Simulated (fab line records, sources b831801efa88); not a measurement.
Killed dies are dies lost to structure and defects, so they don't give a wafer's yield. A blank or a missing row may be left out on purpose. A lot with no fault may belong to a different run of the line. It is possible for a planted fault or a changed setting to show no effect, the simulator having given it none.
fab line records -- flow sky130
record: lots: 6, wafers: 16, last_day: 49
route steps=708 shown CONTACT@424 METAL1@434
lots that met no fault: from a run of the same line without faults
start_h: hours from the record's opening day to when the first of the lot's shown wafers began -- wait_h: time in hours since the lot's previous step -- " the same as in the row above -- L1.1+2: a row that stands for several wafers -- - no value, or no start was given -- * or withheld: withheld -- < > ~ a bound
route shown NAME@n: NAME is a module with steps in the file, n the number in the route of the first one -- usual: mean/standard deviation of fault-free wafers -- same: alike in all rows -- chamber/n: place in a boat -- sites: per-site readings -- _std_site: standard deviation across them -- _edge_site: mean of outer sites minus mean of inner sites -- radius_mm: how far each site lies from the wafer's centre -- mask NAME#n: copy n -- behind: the tool/chamber that last shaped the wafer -- hold: why the lot was held/for how many hours/how that ended -- device: the n, p or np transistor that did not switch -- end of line: tests of these same wafers at the route's end -- a step with no rows: only its recipe -- killed: dies that structure and defects cost at the first sort, which is not the same as the wafer's yield -- map: per-die view of a wafer (x killed, . not killed, _ where there is no die)
set.NAME: the setting as run; set.NAME@STEP: as run at that earlier step -- model.NAME: the simulator's own value behind a step, which no gauge read
a table for each step, a row for each wafer; lots at some steps of the route
services: from which hour (start_h, from the record's first day; less than 0 if before it) a tool's chamber was out of use, for how many hours, and why
== steps ==
step: SKY_CONTACT_ETCH_18
recipe: target: Si3N4, chemistry: CHF3/O2, stop_on: TiN, source_w: 600, bias_w: 200, pressure_mtorr: 40, chf3_flow_sccm: 50, O2_flow_sccm: 5, time_s: 39, target_depth_a: 750
step: SKY_CONTACT_STRIP_19
recipe: chemistry: O2/N2, power_w: 1400, pressure_mtorr: 1500, platen_temp_c: withheld, o2_flow_sccm: 3000, n2_flow_sccm: 300, overash_fraction: 0.5
step: SKY_CONTACT_STRIP_20
recipe: chemistry: post_etch_residue_remover, time_s: 1200, temp_c: 72.5
step: SKY_CONTACT_CLEAN_21
recipe: chemistry: IPA, time_s: 180, temp_c: 25
step: SKY_CONTACT_CLEAN_22
recipe: chemistry: O3/DIW, dry: n2_spin
step: SKY_CONTACT_SPUTTER_23
recipe: material: TiN, target_thk_nm: 20, chamber_pressure_pa: 5, power_w: 4000, time_s: 80
usual: chamber_pressure_pa: 5.001/0.0095, throttle_valve_pct: 29.6/0.82
lot.wafer,tool,chamber,start_h,wait_h,chamber_pressure_pa,throttle_valve_pct
L333.2,pvd_sputter-04,-,730.64,0.0,4.992,31.0
L333.3,pvd_sputter-04,-,730.64,0.0,5.003,30.2
L333.4,pvd_sputter-04,-,730.64,0.0,4.996,29.4
L336.3,pvd_sputter-02,-,772.89,0.0,5.005,31.2
L336.5,pvd_sputter-02,-,772.89,0.0,4.998,29.8
L336.6,pvd_sputter-02,-,772.89,0.0,5.001,29.2
L340.4,pvd_sputter-01,-,856.14,0.0,5.002,28.8
L340.6,pvd_sputter-01,-,856.14,0.0,4.999,28.9
L341.2,pvd_sputter-01,-,857.23,0.0,5.005,28.7
L341.3,pvd_sputter-01,-,857.23,0.0,5.002,30.5
L341.6,pvd_sputter-01,-,857.23,0.0,5.014,28.9
L346.4,pvd_sputter-04,-,864.81,0.0,5.013,30.5
L346.6,pvd_sputter-04,-,864.81,0.0,5.029,30.8
L352.1,pvd_sputter-01,-,876.74,0.0,5.000,28.7
L352.3,pvd_sputter-01,-,876.74,0.0,5.008,28.6
L352.4,pvd_sputter-01,-,876.74,0.0,4.994,28.7
step: SKY_CONTACT_CVD_24
recipe: material: W, target_thk_nm: 340, time_s: 102.12, temp_c: 400, pressure_torr: 40
step: SKY_CONTACT_RS_MEAS_25
recipe: thk_meas_gauge: four-point-probe, reads: W_of_CONTACT_CVD_24+TiN_of_CONTACT_SPUTTER_23
usual: CONTACT_W_RS: 0.339/0.0052
lot.wafer,tool,chamber,start_h,wait_h,CONTACT_W_RS[ohm/sq]
L333.2,film_metro-03,-,730.83,0.1,0.330
L333.3,film_metro-03,-,730.83,0.1,0.336
L333.4,film_metro-03,-,730.83,0.1,0.338
L336.3,film_metro-02,-,773.21,0.2,0.339
L336.5,film_metro-02,-,773.21,0.2,0.335
L336.6,film_metro-02,-,773.21,0.2,0.333
L340.4,film_metro-02,-,856.37,0.1,0.340
L340.6,film_metro-02,-,856.37,0.1,0.341
L341.2,film_metro-03,-,857.49,0.1,0.341
L341.3,film_metro-03,-,857.49,0.1,0.338
L341.6,film_metro-03,-,857.49,0.1,0.337
L346.4,film_metro-03,-,865.04,0.1,0.339
L346.6,film_metro-03,-,865.04,0.1,0.340
L352.1,film_metro-01,-,876.91,0.1,0.342
L352.3,film_metro-01,-,876.91,0.1,0.341
L352.4,film_metro-01,-,876.91,0.1,0.341
step: SKY_CONTACT_THK_MEAS_26
recipe: thk_meas_gauge: xrf, reads: W_of_CONTACT_CVD_24
usual: CONTACT_W_THK: 334/5.7
lot.wafer,tool,chamber,start_h,wait_h,CONTACT_W_THK[nm]
L333.2,film_metro-03,-,730.94,0.1,337
L333.3,film_metro-03,-,730.94,0.1,333
L333.4,film_metro-03,-,730.94,0.1,331
L336.3,film_metro-02,-,773.31,0.1,342
L336.5,film_metro-02,-,773.31,0.1,345
L336.6,film_metro-02,-,773.31,0.1,345
L340.4,film_metro-02,-,856.46,0.1,336
L340.6,film_metro-02,-,856.46,0.1,335
L341.2,film_metro-03,-,857.60,0.1,329
L341.3,film_metro-03,-,857.60,0.1,334
L341.6,film_metro-03,-,857.60,0.1,334
L346.4,film_metro-03,-,865.13,0.1,330
L346.6,film_metro-03,-,865.13,0.1,329
L352.1,film_metro-01,-,877.03,0.1,332
L352.3,film_metro-01,-,877.03,0.1,334
L352.4,film_metro-01,-,877.03,0.1,334
step: SKY_CONTACT_CMP_27
recipe: stop_on: SiO2, t_overpolish_s: 15, down_force_psi: 3.5, platen_rpm: 60, target_thk_nm: 0, pad_velocity_m_s: 0.94248
usual: motor_current_A: 11.0/1.1, overpolish_run_s: 15.001/0.0093, time_to_endpoint_s: 81/5.3
same: t_overpolish_s: 15
lot.wafer,tool,chamber,start_h,wait_h,motor_current_A,overpolish_run_s,time_to_endpoint_s
L333.2,cmp-01,1,730.99,0.0,9.9,15.006,80
L333.4,cmp-01,2,730.99,0.0,13.1,15.004,79
L333.3,cmp-01,3,730.99,0.0,10.8,15.011,78
L336.3,cmp-01,2,773.43,0.1,13.2,15.012,83
L336.5,cmp-01,2,773.43,0.1,13.1,15.012,78
L336.6,cmp-01,3,773.43,0.1,10.9,14.993,81
L340.4,cmp-02,2,856.49,0.0,10.2,14.983,77
L340.6,cmp-02,2,856.49,0.0,10.7,15.014,76
L341.3,cmp-01,0,857.65,0.0,11.7,14.990,77
L341.2,cmp-01,1,857.65,0.0,10.2,15.003,81
L341.6,cmp-01,1,857.65,0.0,10.2,15.016,83
L346.4,cmp-01,0,865.21,0.1,11.9,15.004,81
L346.6,cmp-01,3,865.21,0.1,11.3,15.004,83
L352.1,cmp-02,1,877.09,0.1,9.9,15.017,72
L352.4,cmp-02,2,877.09,0.1,10.6,15.005,76
L352.3,cmp-02,0,877.09,0.1,9.8,15.010,90
step: SKY_METAL1_SPUTTER_00
recipe: material: Ti, target_thk_nm: 15, power_w: 3000, time_s: 10, chamber_pressure_pa: 0.4
step: SKY_METAL1_SPUTTER_01
recipe: material: TiN, target_thk_nm: 20, power_w: 6500, time_s: 16.7, chamber_pressure_pa: 0.4
step: SKY_METAL1_SPUTTER_02
recipe: material: AlCu, target_thk_nm: 250, power_w: 10600, time_s: 13.3, chamber_pressure_pa: 0.4
usual: chamber_pressure_pa: 0.3999/0.00081, throttle_valve_pct: 30.5/0.94
lot.wafer,tool,chamber,start_h,wait_h,chamber_pressure_pa,throttle_valve_pct,model.AlCu_of_METAL1_SPUTTER_02.thk_nm
L333.2,pvd_sputter-02,-,731.34,0.0,0.4003,30.9,246.5
L333.3,pvd_sputter-02,-,731.34,0.0,0.4003,29.3,247.5
L333.4,pvd_sputter-02,-,731.34,0.0,0.3997,31.0,250.2
L336.3,pvd_sputter-04,-,773.78,0.0,0.3998,28.7,249.6
L336.5,pvd_sputter-04,-,773.78,0.0,0.3993,28.8,250.1
L336.6,pvd_sputter-04,-,773.78,0.0,0.4004,30.1,250.8
L340.4,pvd_sputter-04,-,856.84,0.0,0.4001,28.9,391
L340.6,pvd_sputter-04,-,856.84,0.0,0.3995,30.0,250.1
L341.2,pvd_sputter-03,-,857.99,0.0,0.4024,31.3,247.8
L341.3,pvd_sputter-03,-,857.99,0.0,0.4002,31.3,252.9
L341.6,pvd_sputter-03,-,857.99,0.0,0.4008,31.8,252.7
L346.4,pvd_sputter-04,-,865.51,0.0,0.4011,30.4,395.8
L346.6,pvd_sputter-04,-,865.51,0.0,0.4003,28.8,250
L352.1,pvd_sputter-03,-,877.44,0.0,0.3996,29.8,251.2
L352.3,pvd_sputter-03,-,877.44,0.0,0.4007,31.4,250.2
L352.4,pvd_sputter-03,-,877.44,0.0,0.4001,31.3,245
step: SKY_METAL1_SPUTTER_03
recipe: material: Ti, target_thk_nm: 5, power_w: 3000, time_s: 3.3, chamber_pressure_pa: 0.4
step: SKY_METAL1_SPUTTER_04
recipe: material: TiN, target_thk_nm: 70, power_w: 6500, time_s: 58.3, chamber_pressure_pa: 0.4
usual: chamber_pressure_pa: 0.4001/0.0008, throttle_valve_pct: 30.5/0.91
lot.wafer,tool,chamber,start_h,wait_h,chamber_pressure_pa,throttle_valve_pct
L333.2,pvd_sputter-02,-,731.38,0.0,0.3998,31.1
L333.3,pvd_sputter-02,-,731.38,0.0,0.4005,29.0
L333.4,pvd_sputter-02,-,731.38,0.0,0.3995,30.9
L336.3,pvd_sputter-04,-,773.82,0.0,0.4002,28.7
L336.5,pvd_sputter-04,-,773.82,0.0,0.4007,28.9
L336.6,pvd_sputter-04,-,773.82,0.0,0.4021,30.1
L340.4,pvd_sputter-04,-,856.88,0.0,0.4004,28.9
L340.6,pvd_sputter-04,-,856.88,0.0,0.4007,30.2
L341.2,pvd_sputter-03,-,858.04,0.0,0.3993,31.4
L341.3,pvd_sputter-03,-,858.04,0.0,0.3993,31.2
L341.6,pvd_sputter-03,-,858.04,0.0,0.4003,31.9
L346.4,pvd_sputter-04,-,865.55,0.0,0.4005,30.7
L346.6,pvd_sputter-04,-,865.55,0.0,0.4008,28.7
L352.1,pvd_sputter-03,-,877.49,0.0,0.3994,29.9
L352.3,pvd_sputter-03,-,877.49,0.0,0.4012,31.2
L352.4,pvd_sputter-03,-,877.49,0.0,0.4012,32.0
step: SKY_METAL1_RS_MEAS_05
recipe: thk_meas_gauge: four-point-probe, reads: TiN_of_METAL1_SPUTTER_04+Ti_of_METAL1_SPUTTER_03+AlCu_of_METAL1_SPUTTER_02+TiN_of_METAL1_SPUTTER_01+Ti_of_METAL1_SPUTTER_00
usual: METAL1_ALCU_RS: 0.1274/0.0018
lot.wafer,tool,chamber,start_h,wait_h,METAL1_ALCU_RS[ohm/sq]
L333.2,film_metro-03,-,731.45,0.0,0.1286
L333.3,film_metro-03,-,731.45,0.0,0.1282
L333.4,film_metro-03,-,731.45,0.0,0.1265
L336.3,film_metro-03,-,773.91,0.1,0.1266
L336.5,film_metro-03,-,773.91,0.1,0.1268
L336.6,film_metro-03,-,773.91,0.1,0.1262
L340.4,film_metro-04,-,856.99,0.1,0.0803
L340.6,film_metro-04,-,856.99,0.1,0.1271
L341.2,film_metro-01,-,858.11,0.0,0.1282
L341.3,film_metro-01,-,858.11,0.0,0.1255
L341.6,film_metro-01,-,858.11,0.0,0.1254
L346.4,film_metro-04,-,865.66,0.1,0.0793
L346.6,film_metro-04,-,865.66,0.1,0.1268
L352.1,film_metro-01,-,877.53,0.0,0.1265
L352.3,film_metro-01,-,877.53,0.0,0.1269
L352.4,film_metro-01,-,877.53,0.0,0.1296
step: SKY_METAL1_THK_MEAS_06
recipe: thk_meas_gauge: xrf, reads: AlCu_of_METAL1_SPUTTER_02
usual: METAL1_ALCU_THK: 243/3.9
lot.wafer,tool,chamber,start_h,wait_h,METAL1_ALCU_THK[nm]
L333.2,film_metro-03,-,731.56,0.1,240
L333.3,film_metro-03,-,731.56,0.1,243
L333.4,film_metro-03,-,731.56,0.1,245
L336.3,film_metro-03,-,774.01,0.1,244
L336.5,film_metro-03,-,774.01,0.1,244
L336.6,film_metro-03,-,774.01,0.1,246
L340.4,film_metro-04,-,857.08,0.1,384
L340.6,film_metro-04,-,857.08,0.1,245
L341.2,film_metro-01,-,858.22,0.1,242
L341.3,film_metro-01,-,858.22,0.1,246
L341.6,film_metro-01,-,858.22,0.1,246
L346.4,film_metro-04,-,865.75,0.1,390
L346.6,film_metro-04,-,865.75,0.1,246
L352.1,film_metro-01,-,877.65,0.1,246
L352.3,film_metro-01,-,877.65,0.1,244
L352.4,film_metro-01,-,877.65,0.1,240
step: SKY_METAL1_DEHYDRATE_07
recipe: temp_c: 200, time_s: 60
step: SKY_METAL1_HMDS_08
recipe: prime_time_s: 60, prime_temp_c: 120
step: SKY_METAL1_COAT_09
recipe: resist: BARC, temp_c: withheld, time_s: withheld, spin_rpm: 3000, resist_thk_nm: 60
step: SKY_METAL1_COAT_10
recipe: resist: KrF-thick, spin_rpm: 3000, resist_thk_nm: 450
step: SKY_METAL1_SOFTBAKE_11
recipe: temp_c: 100, time_s: 90, resist: KrF-thick
step: SKY_METAL1_EXPOSE_12
recipe: mask_id: MM1, na: 0.8, source_shape: annular, sigma_inner: 0.55, sigma_outer: 0.85, target_cd_nm: 140, dose_mj: 28
step: SKY_METAL1_PEB_13
recipe: peb_temp_c: withheld, peb_time_s: withheld, resist: KrF-thick
step: SKY_METAL1_DEVELOP_14
recipe: develop_time_s: 60, resist: KrF-thick, dev_temp_c: 21
step: SKY_METAL1_CD_MEAS_15
recipe: target_cd_nm: 140
usual: cd_nm: 139.8/1.5
lot.wafer,tool,chamber,start_h,wait_h,cd_nm
L333.2,cd_sem-02,-,758.96,-,141.0
L333.3,cd_sem-02,-,758.96,-,140.3
L333.4,cd_sem-02,-,758.96,-,140.7
L336.3,cd_sem-02,-,801.33,-,139.3
L336.5,cd_sem-02,-,801.33,-,139.9
L336.6,cd_sem-02,-,801.33,-,140.4
L340.4,cd_sem-02,-,883.45,-,139.8
L340.6,cd_sem-02,-,883.45,-,138.9
L341.2,cd_sem-02,-,884.23,-,140.0
L341.3,cd_sem-02,-,884.23,-,139.1
L341.6,cd_sem-02,-,884.23,-,141.3
L346.4,cd_sem-01,-,890.76,-,137.3
L346.6,cd_sem-01,-,890.76,-,136.2
L352.1,cd_sem-01,-,903.14,-,137.9
L352.3,cd_sem-01,-,903.14,-,138.5
L352.4,cd_sem-01,-,903.14,-,138.1
step: SKY_METAL1_OVL_MEAS_16
usual: METAL1_OVL: 1/6.4
lot.wafer,tool,chamber,start_h,wait_h,METAL1_OVL[nm]
L333.2,overlay-01,-,759.07,0.1,18
L333.3,overlay-01,-,759.07,0.1,11
L333.4,overlay-01,-,759.07,0.1,12
L336.3,overlay-02,-,801.42,0.1,-5
L336.5,overlay-02,-,801.42,0.1,-4
L336.6,overlay-02,-,801.42,0.1,-13
L340.4,overlay-02,-,883.53,0.1,-2
L340.6,overlay-02,-,883.53,0.1,-1
L341.2,overlay-02,-,884.33,0.1,9
L341.3,overlay-02,-,884.33,0.1,3
L341.6,overlay-02,-,884.33,0.1,1
L346.4,overlay-02,-,890.84,0.1,15
L346.6,overlay-02,-,890.84,0.1,5
L352.1,overlay-02,-,903.26,0.1,4
L352.3,overlay-02,-,903.26,0.1,2
L352.4,overlay-02,-,903.26,0.1,8
step: SKY_METAL1_DESCUM_17
recipe: chemistry: O2, source_power_w: 150, bias_power_w: 0, pressure_mtorr: 10, temp_c: 40, time_s: 8
usual: drypump_motor_current_A: 5.8/0.42, oes_product_au: 0.996/0.0095
lot.wafer,tool,chamber,start_h,wait_h,drypump_motor_current_A,oes_product_au,rf_hours_counter_h
L333.2,rie_metal-04,1,759.10,0.0,5.2,1.003,5
L333.3,rie_metal-04,1,759.10,0.0,5.2,1.000,-
L333.4,rie_metal-04,0,759.10,0.0,5.8,1.005,-
L336.3,rie_metal-03,1,801.47,0.0,5.6,0.995,-
L336.5,rie_metal-03,1,801.47,0.0,5.6,0.983,-
L336.6,rie_metal-03,1,801.47,0.0,5.6,0.993,-
L340.4,rie_metal-04,0,883.58,0.0,5.8,1.004,-
L340.6,rie_metal-04,0,883.58,0.0,5.8,1.007,-
L341.2,rie_metal-01,1,884.36,0.0,5.0,0.982,2
L341.3,rie_metal-01,0,884.36,0.0,6.2,1.004,-
L341.6,rie_metal-01,0,884.36,0.0,6.2,0.994,-
L346.4,rie_metal-03,0,890.89,0.0,6.3,0.985,-
L346.6,rie_metal-03,0,890.89,0.0,6.3,0.981,-
L352.1,rie_metal-04,1,903.30,0.0,5.2,0.996,10
L352.3,rie_metal-04,0,903.30,0.0,5.8,0.996,-
L352.4,rie_metal-04,1,903.30,0.0,5.2,1.005,-
step: SKY_METAL1_ETCH_18
recipe: chemistry: N2/H2, target: BARC, ion_energy_ev: 200, bias_w: 100, pressure_mtorr: 30, n2_flow_sccm: 100, h2_flow_sccm: 200, icp_w: 500, stop_on: SiO2, time_s: 45.9, target_depth_a: 600
usual: drypump_motor_current_A: 5.8/0.42, oes_product_au: 0.854/0.0051, throttle_valve_pct: 13.224/0.0092
lot.wafer,tool,chamber,start_h,wait_h,drypump_motor_current_A,oes_product_au,rf_hours_counter_h,throttle_valve_pct
L333.2,rie_metal-04,1,759.13,0.0,5.2,0.858,5,13.222
L333.3,rie_metal-04,1,759.13,0.0,5.2,0.856,-,13.218
L333.4,rie_metal-04,0,759.13,0.0,5.8,0.858,-,13.214
L336.3,rie_metal-03,1,801.55,0.1,5.6,0.853,-,13.212
L336.5,rie_metal-03,1,801.55,0.1,5.6,0.851,-,13.233
L336.6,rie_metal-03,1,801.55,0.1,5.6,0.854,-,13.224
L340.4,rie_metal-04,0,883.67,0.1,5.8,0.856,-,13.225
L340.6,rie_metal-04,0,883.67,0.1,5.9,0.855,-,13.234
L341.2,rie_metal-01,1,884.39,0.0,5.1,0.852,2,13.222
L341.3,rie_metal-01,0,884.39,0.0,6.2,0.857,-,13.220
L341.6,rie_metal-01,0,884.39,0.0,6.2,0.852,-,13.234
L346.4,rie_metal-03,0,890.98,0.1,6.3,0.858,-,13.219
L346.6,rie_metal-03,0,890.98,0.1,6.3,0.845,-,13.224
L352.1,rie_metal-04,1,903.33,0.0,5.2,0.857,10,13.221
L352.3,rie_metal-04,0,903.33,0.0,5.9,0.854,-,13.230
L352.4,rie_metal-04,1,903.33,0.0,5.2,0.850,-,13.215
step: SKY_METAL1_METAL_ETCH_19
recipe: target_depth_a: 3600, stop_on: SiO2, over_etch_frac: 0.3, time_s: 78, chemistry: Cl2/BCl3, resist_sidewall_deg: 88, pressure_mtorr: 10, icp_w: 900, bias_w: 48.5, Cl2_flow_sccm: 60, bcl3_flow_sccm: 30
usual: drypump_motor_current_A: 5.8/0.42, oes_product_au: 0.854/0.0062, throttle_valve_pct: 22.264/0.0093
lot.wafer,tool,chamber,start_h,wait_h,drypump_motor_current_A,oes_product_au,rf_hours_counter_h,throttle_valve_pct
L333.2,rie_metal-04,1,759.19,0.0,5.2,0.851,5,22.248
L333.3,rie_metal-04,1,759.19,0.0,5.2,0.848,-,22.266
L333.4,rie_metal-04,0,759.19,0.0,5.9,0.857,-,22.265
L336.3,rie_metal-03,1,801.70,0.1,5.6,0.856,-,22.265
L336.5,rie_metal-03,1,801.70,0.1,5.6,0.855,-,22.261
L336.6,rie_metal-03,1,801.70,0.1,5.6,0.859,-,22.271
L340.4,rie_metal-04,0,883.83,0.1,5.9,0.997,-,22.275
L340.6,rie_metal-04,0,883.83,0.1,5.8,0.857,-,22.272
L341.2,rie_metal-01,1,884.46,0.0,5.1,0.842,3,22.267
L341.3,rie_metal-01,0,884.46,0.0,6.2,0.858,-,22.257
L341.6,rie_metal-01,0,884.46,0.0,6.2,0.859,-,22.272
L346.4,rie_metal-03,0,891.14,0.1,6.3,0.981,-,22.269
L346.6,rie_metal-03,0,891.14,0.1,6.3,0.861,-,22.245
L352.1,rie_metal-04,1,903.39,0.0,5.2,0.860,10,22.250
L352.3,rie_metal-04,0,903.39,0.0,5.9,0.853,-,22.292
L352.4,rie_metal-04,1,903.39,0.0,5.2,0.849,-,22.281
step: SKY_METAL1_STRIP_20
recipe: chemistry: O2/N2, power_w: 1400, pressure_mtorr: 1500, platen_temp_c: withheld, o2_flow_sccm: 3000, n2_flow_sccm: 300, overash_fraction: 0.5
== services ==
tool,chamber,start_h,hours,kind
pvd_sputter-04,-,713.45,1.0,repair
pvd_sputter-04,-,721.00,1.3,repair
pvd_sputter-01,-,722.45,14.3,repair
pvd_sputter-04,1,723.64,-,consumable_replace:kit
pvd_sputter-04,1,723.64,18.0,scheduled_down
pvd_sputter-04,1,723.64,18.0,vent_cycle
pvd_sputter-02,-,725.86,0.5,repair
cmp-02,-,744.04,4.0,pm
pvd_sputter-04,-,749.59,3.3,repair
pvd_sputter-04,-,752.64,0.5,repair
pvd_sputter-02,-,753.06,2.0,repair
pvd_sputter-03,-,768.61,2.6,repair
cmp-02,-,771.87,0.7,repair
cmp-01,-,781.09,6.2,pm
cmp-01,-,797.86,0.8,repair
pvd_sputter-04,0,805.62,-,consumable_replace:kit
pvd_sputter-04,0,805.62,18.0,scheduled_down
pvd_sputter-04,0,805.62,18.0,vent_cycle
pvd_sputter-02,-,829.06,0.9,repair
cmp-01,-,831.85,10.3,pm
rie_metal-01,0,834.26,3.8,repair
pvd_sputter-03,-,846.38,2.2,repair
cmp-02,-,847.73,0.8,repair
rie_metal-04,1,870.82,19.7,repair
== key ==
first_sign: step: SKY_METAL1_RS_MEAS_05, reading: METAL1_ALCU_RS, direction: down, sigmas: 27, usual: 0.1274, struck: 0.0798
effect: step: SKY_METAL1_THK_MEAS_06, reading: METAL1_ALCU_THK, direction: up, sigmas: 36, usual: 243, struck: 387
effect: step: SKY_METAL1_METAL_ETCH_19, reading: oes_product_au, direction: up, sigmas: 22, usual: 0.854, struck: 0.989
model_effect: step: SKY_METAL1_SPUTTER_02, value: AlCu_of_METAL1_SPUTTER_02.thk_nm, without: 251.8, struck: 393.4
met_at SKY_METAL1_SPUTTER_02
struck_wafers L340.4,L346.4
later_rows_left_out L340.4,L346.4
sort_left_out L340.4,L346.4
onset_between 773.78 856.84
fault: kind: process_parameter_drift, tool: pvd_sputter-04, chamber: -, onset_h: 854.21, steps: SKY_METAL1_SPUTTER_02, channel: target_thk_nm, offset: 141.54, shape: step, end_h: 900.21, scope: struck_wafers_only, acts_in: these_recipes_only, stated: 250
sort_left_out: the simulated sort isn't trusted on such a fault, so these wafers' sort isn't shown, and their yield isn't known
later_rows_left_out: the simulator's readings of these wafers behind a module that went badly wrong aren't trusted and aren't shown, but for the sort
